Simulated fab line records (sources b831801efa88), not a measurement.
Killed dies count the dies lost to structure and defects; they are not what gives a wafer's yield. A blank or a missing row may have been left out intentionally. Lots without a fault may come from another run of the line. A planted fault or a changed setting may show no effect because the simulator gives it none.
What tool caused it? + flow sky130 + Sampling: 12 lots, 36 wafers, 6 of 708 route steps

== WHAT EACH GAUGE READ, for each wafer ==
SKY_NWELL_TW_MEAS_15. Usual: NWELL_TW gives 1804 (standard deviation 18).
| lot  | measured     | on           | NWELL_TW       | flag |
|------|--------------|--------------|----------------|------|
| L905 | day 4 14:23  | filmMetro-01 | 1789 1791 1793 |      |
| L907 | day 5 05:17  | filmMetro-01 | 1792 1797 1796 |      |
| L908 | day 5 10:40  | filmMetro-02 | 1789 1784 1783 |      |
| L909 | day 5 13:05  | filmMetro-04 | 1847 1840 1852 |      |
| L910 | day 5 16:29  | filmMetro-02 | 1623 1624 1618 | OFF  |
| L911 | day 5 23:49  | filmMetro-01 | 1617 1641 1638 | OFF  |
| L914 | day 6 14:31  | filmMetro-02 | 1797 1802 1800 |      |
| L915 | day 7 00:53  | filmMetro-01 | 1789 1793 1798 |      |
| L921 | day 8 15:47  | filmMetro-04 | 1831 1834 1829 |      |
| L922 | day 8 17:58  | filmMetro-01 | 1790 1795 1793 |      |
| L927 | day 9 21:32  | filmMetro-01 | 1798 1794 1803 |      |
| L928 | day 10 08:18 | filmMetro-02 | 1796 1786 1797 |      |

SKY_NWELL_RS_MEAS_29: measures by four-point-probe. Usual: NWELL_RS gives 623.8 ohm/sq (standard deviation 1.8).
| lot  | measured     | on           | NWELL_RS (ohm/sq) | flag |
|------|--------------|--------------|-------------------|------|
| L905 | day 5 07:46  | filmMetro-01 | 624.4 624.5 624.5 |      |
| L907 | day 5 23:40  | filmMetro-04 | 622.6 621.2 620.2 |      |
| L908 | day 6 04:37  | filmMetro-04 | 623.5 623.3 624.1 |      |
| L909 | day 6 07:13  | filmMetro-02 | 623.9 626.8 625.6 |      |
| L910 | day 6 10:20  | filmMetro-01 | 743.9 744.9 745.5 | OFF  |
| L911 | day 6 18:57  | filmMetro-01 | 744.9 743.4 744.8 | OFF  |
| L914 | day 7 10:16  | filmMetro-02 | 626.7 627.0 626.8 |      |
| L915 | day 7 20:20  | filmMetro-01 | 626.1 625.1 624.6 |      |
| L921 | day 9 11:41  | filmMetro-01 | 624.0 623.2 622.1 |      |
| L922 | day 9 13:23  | filmMetro-04 | 625.0 621.0 623.8 |      |
| L927 | day 10 20:13 | filmMetro-04 | 620.1 620.0 620.3 |      |
| L928 | day 11 07:08 | filmMetro-02 | 625.9 625.9 625.1 |      |

SKY_CAPM_OVL_MEAS_12. Usual: CAPM_OVL gives -0.3 nm (standard deviation 1.3).
| lot  | measured     | on         | CAPM_OVL (nm)  | flag |
|------|--------------|------------|----------------|------|
| L905 | day 37 00:04 | overlay-01 | -0.8 1.6 -0.7  |      |
| L907 | day 37 22:25 | overlay-02 | -3.1 -2.2 -2.2 |      |
| L908 | day 38 04:47 | overlay-01 | 0.4 0.2 1.3    |      |
| L909 | day 38 17:11 | overlay-01 | -0.4 -0.1 1.1  |      |
| L910 | day 38 16:53 | overlay-01 | -0.7 -2.1 -1.4 |      |
| L911 | day 39 01:14 | overlay-01 | 0.0 -1.6 -2.1  |      |
| L914 | day 39 19:10 | overlay-01 | 2.3 1.8 1.1    |      |
| L915 | day 40 11:34 | overlay-01 | -0.1 -0.6 -0.7 |      |
| L921 | day 42 07:05 | overlay-02 | -1.3 -1.5 -2.5 |      |
| L922 | day 42 09:52 | overlay-02 | -0.3 0.3 -0.4  |      |
| L927 | day 43 12:41 | overlay-01 | 1.7 0.6 0.4    |      |
| L928 | day 44 03:01 | overlay-02 | -0.1 -0.5 -0.4 |      |

== EACH LOT AND THE TOOL THAT RAN IT (in order: tool; ch and the chambers of the sampled wafers; start) ==
| lot  | SKY_NWELL_IMPLANT_11            | SKY_CONTACT_CMP_04            | SKY_METAL3_SPUTTER_03       |
|------|---------------------------------|-------------------------------|-----------------------------|
| L905 | implanter-01 ch 0, day 4 13:50  | cmp-01 ch 1,3, day 29 21:47   | pvdSputter-03, day 35 21:50 |
| L907 | implanter-04 ch 0, day 5 04:45  | cmp-02 ch 0,3, day 30 23:08   | pvdSputter-03, day 36 21:46 |
| L908 | implanter-04 ch 0, day 5 10:07  | cmp-02 ch 0,1,3, day 31 06:45 | pvdSputter-04, day 37 03:29 |
| L909 | implanter-04 ch 0, day 5 12:33  | cmp-01 ch 0,3, day 31 16:54   | pvdSputter-03, day 37 13:38 |
| L910 | implanter-04 ch 0, day 5 15:56  | cmp-02 ch 1,2,3, day 31 10:46 | pvdSputter-01, day 37 10:09 |
| L911 | implanter-04 ch 0, day 5 23:17  | cmp-01 ch 1,2,3, day 32 06:43 | pvdSputter-03, day 38 01:10 |
| L914 | implanter-01 ch 0, day 6 13:58  | cmp-01 ch 0,1,3, day 33 00:57 | pvdSputter-03, day 38 18:23 |
| L915 | implanter-01 ch 0, day 7 00:20  | cmp-01 ch 0,1,3, day 33 16:33 | pvdSputter-03, day 39 09:48 |
| L921 | implanter-01 ch 0, day 8 15:14  | cmp-01 ch 1,2,3, day 35 20:11 | pvdSputter-01, day 41 07:28 |
| L922 | implanter-03 ch 0, day 8 17:25  | cmp-01 ch 1,2,3, day 35 23:24 | pvdSputter-04, day 41 09:24 |
| L927 | implanter-04 ch 0, day 9 20:59  | cmp-01 ch 1,2,3, day 37 03:20 | pvdSputter-04, day 42 13:12 |
| L928 | implanter-01 ch 0, day 10 07:45 | cmp-01 ch 0,1, day 37 17:41   | pvdSputter-04, day 43 03:59 |
- SKY_NWELL_IMPLANT_11
- SKY_CONTACT_CMP_04: polishes SiO2.
- SKY_METAL3_SPUTTER_03: material Ti, target thk 5 nm, time 3.3 s.

== AS READ BY THE TOOLS THEMSELVES (means over the sampled wafers that have a number; for cases with no such wafer, the mark the record gives instead) ==
SKY_NWELL_IMPLANT_11. Usual: doseIonsCm2 1.9001e+13, standard deviation 2.1e+10; faradayCurrentUA 107.1, standard deviation 2.2.
| lot  | tool         | doseIonsCm2 | faradayCurrentUA | flag |
|------|--------------|-------------|------------------|------|
| L905 | implanter-01 | 1.8983e+13  | 109.0            |      |
| L907 | implanter-04 | 1.9005e+13  | 110.0            |      |
| L908 | implanter-04 | 1.9010e+13  | 108.2            |      |
| L909 | implanter-04 | 1.9014e+13  | 107.3            |      |
| L910 | implanter-04 | 1.3694e+13  | 77.4             | OFF  |
| L911 | implanter-04 | 1.3714e+13  | 77.3             | OFF  |
| L914 | implanter-01 | 1.9000e+13  | 107.7            |      |
| L915 | implanter-01 | 1.9008e+13  | 107.3            |      |
| L921 | implanter-01 | 1.8984e+13  | 108.5            |      |
| L922 | implanter-03 | 1.9011e+13  | 105.6            |      |
| L927 | implanter-04 | 1.8996e+13  | 108.0            |      |
| L928 | implanter-01 | 1.8973e+13  | 106.2            |      |

SKY_CONTACT_CMP_04. Usual: motorCurrentA 11.3 A, standard deviation 1; platenRpm 60.00 rpm, standard deviation 0.043; timeToEndpointS 81 s, standard deviation 3.8.
| lot  | tool   | motorCurrentA (A) | platenRpm (rpm) | timeToEndpointS (s) | flag |
|------|--------|-------------------|-----------------|---------------------|------|
| L905 | cmp-01 | 10.4              | 59.99           | 80                  |      |
| L907 | cmp-02 | 11.2              | 59.93           | 83                  |      |
| L908 | cmp-02 | 11.1              | 60.00           | 84                  |      |
| L909 | cmp-01 | 12.1              | 60.02           | 80                  |      |
| L910 | cmp-02 | 11.0              | 59.99           | 78                  |      |
| L911 | cmp-01 | 10.7              | 60.01           | 81                  |      |
| L914 | cmp-01 | 11.6              | 59.98           | 79                  |      |
| L915 | cmp-01 | 11.5              | 60.04           | 80                  |      |
| L921 | cmp-01 | 11.0              | 59.95           | 84                  |      |
| L922 | cmp-01 | 11.0              | 60.01           | 80                  |      |
| L927 | cmp-01 | 10.9              | 60.07           | 87                  |      |
| L928 | cmp-01 | 12.4              | 60.01           | 84                  |      |

SKY_METAL3_SPUTTER_03. Usual: throttleValvePct at 30.4 %, with a standard deviation of 1.2.
| lot  | tool          | throttleValvePct (%) | flag |
|------|---------------|----------------------|------|
| L905 | pvdSputter-03 | 30.6                 |      |
| L907 | pvdSputter-03 | 32.0                 |      |
| L908 | pvdSputter-04 | 30.3                 |      |
| L909 | pvdSputter-03 | 30.4                 |      |
| L910 | pvdSputter-01 | 29.8                 |      |
| L911 | pvdSputter-03 | 30.0                 |      |
| L914 | pvdSputter-03 | 30.0                 |      |
| L915 | pvdSputter-03 | 29.2                 |      |
| L921 | pvdSputter-01 | 30.3                 |      |
| L922 | pvdSputter-04 | 29.7                 |      |
| L927 | pvdSputter-04 | 30.3                 |      |
| L928 | pvdSputter-04 | 30.2                 |      |

== THE ANSWER, worked out from the rows above alone ==
Rule: a lot counts as off when the mean over its wafers that have a number is more than 3 standard deviations away from the usual mean. Also off: a lot with no number at a reading for which 4 or more lots have one. All remaining lots with rows at the step are treated as sound. Order of review: gauges by route order, followed by the tools' own readings, for which a lot's mean as printed above is used. At the first step where some lot is off, the reading lying furthest off is the one used; lots without a number count as furthest.
Off: L910, L911, seen at SKY_NWELL_TW_MEAS_15 (NWELL_TW).
If a tool, at a process step before that reading, ran all the lots that are off and no sound lot after the first of them, it fits. The gauges at SKY_NWELL_TW_MEAS_15 aren't tried: what is off there is off at SKY_NWELL_IMPLANT_11 too, on other tools, and a gauge's error can't cause that. No candidate that was tried fits.

== WHAT HAD BEEN PUT IN BY THE SIMULATOR ==
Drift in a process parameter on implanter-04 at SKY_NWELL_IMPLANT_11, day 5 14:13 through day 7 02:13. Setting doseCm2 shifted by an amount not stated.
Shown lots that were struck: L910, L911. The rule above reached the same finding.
